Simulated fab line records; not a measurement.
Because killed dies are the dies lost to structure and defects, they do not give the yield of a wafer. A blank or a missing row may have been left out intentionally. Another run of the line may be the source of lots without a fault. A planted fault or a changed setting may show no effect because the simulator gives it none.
Split-lot trial	flow sky130	on a route of 708 steps: 5 lots, 23 wafers read

SPLIT DETAILS
At SKY_GATE_OXIDE_IMPLANT_11, the setting energy kev was moved away from the recipe's 10 on 7 of the 23 wafers read, by -5.9% to -2.4%. All remaining wafers had this setting at the recipe value.

The reading is taken at the split's own step.

THE READING
implant.drp nm (the simulator's own value, which no gauge read), in nm, at SKY_GATE_OXIDE_IMPLANT_11. There is no usual value for it anywhere in the file.

wafer	tool, chamber at the split	energy kev as run	against the recipe	implant.drp nm, nm	against lot-mates on the recipe
L077.1	implanter-03, 0	10	recipe	17.11	-
L077.5	implanter-03, 0	10	recipe	17.11	-
L077.6	implanter-03, 0	10	recipe	17.11	-
L077.2	implanter-03, 0	9.758	-2.4%	16.82	-0.29
L077.4	implanter-03, 0	9.758	-2.4%	16.82	-0.29
L078.1	implanter-02, 0	9.412	-5.9%	16.4	-0.71
L078.2	implanter-02, 0	9.412	-5.9%	16.4	-0.71
L078.3	implanter-02, 0	9.412	-5.9%	16.4	-0.71
L078.4	implanter-02, 0	10	recipe	17.11	-
L078.5	implanter-02, 0	10	recipe	17.11	-
L081.1	implanter-04, 0	10	recipe	17.11	-
L081.4	implanter-04, 0	10	recipe	17.11	-
L081.5	implanter-04, 0	10	recipe	17.11	-
L082.2	implanter-04, 0	10	recipe	17.11	-
L082.3	implanter-04, 0	10	recipe	17.11	-
L082.4	implanter-04, 0	10	recipe	17.11	-
L082.5	implanter-04, 0	10	recipe	17.11	-
L082.6	implanter-04, 0	10	recipe	17.11	-
L085.1	implanter-03, 0	10	recipe	17.11	-
L085.2	implanter-03, 0	10	recipe	17.11	-
L085.5	implanter-03, 0	10	recipe	17.11	-
L085.3	implanter-03, 0	9.713	-2.9%	16.77	-0.34
L085.4	implanter-03, 0	9.713	-2.9%	16.77	-0.34

FIT RESULTS
A straight line over all 23 wafers: implant.drp nm changes by +0.12 nm for each +1% of energy kev; r = +1.00; the points scatter about the line by 0.0019 nm.
The same after taking each lot's own level away (the mean of its wafers on the recipe; 23 wafers): +0.12 nm for each +1%; r = +1.00; scatter 0.0019 nm.
According to that fit, moving energy kev by its largest amount changes the reading by 0.71 nm.
The lots' own levels span 17.110 to 17.110 nm.
Consequently the slope shifts little with the lot-to-lot level, the two slopes agreeing.
Check: for one of the wafers moved furthest among these (-5.9%), held out of the fit, the line's prediction against its lot-mates is -0.707 nm. Against them it came out at -0.71 nm.

THE OTHER SPLITS THESE WAFERS WENT THROUGH
Other splits were also applied to these wafers ahead of the reading. Each is held against what the fit with the lots' levels taken away leaves over:
other split on the same wafers	wafers away from the commonest value	r with implant.drp nm (lot level and that fit taken away)
SKY_SONOS_ONO_COAT_08 spin rpm	7	+0.13
SKY_SONOS_ONO_SOFTBAKE_09 time s	4	-0.33

THE WHOLE CHAIN: every reading that the file lists as answering this split, in the file's order
step	what it does	reading	change (the file's fit)	r (the file's)
SKY_GATE_OXIDE_IMPLANT_11		implant.rp nm (the simulator's own value, which no gauge read)	+0.277 nm for each +1% of the setting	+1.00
SKY_GATE_OXIDE_IMPLANT_11		implant.drp nm (the simulator's own value, which no gauge read)	+0.12 nm for each +1% of the setting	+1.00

FILE'S OWN FIT
implant.drp nm changes by +0.12 nm for each +1% of energy kev, r = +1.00.
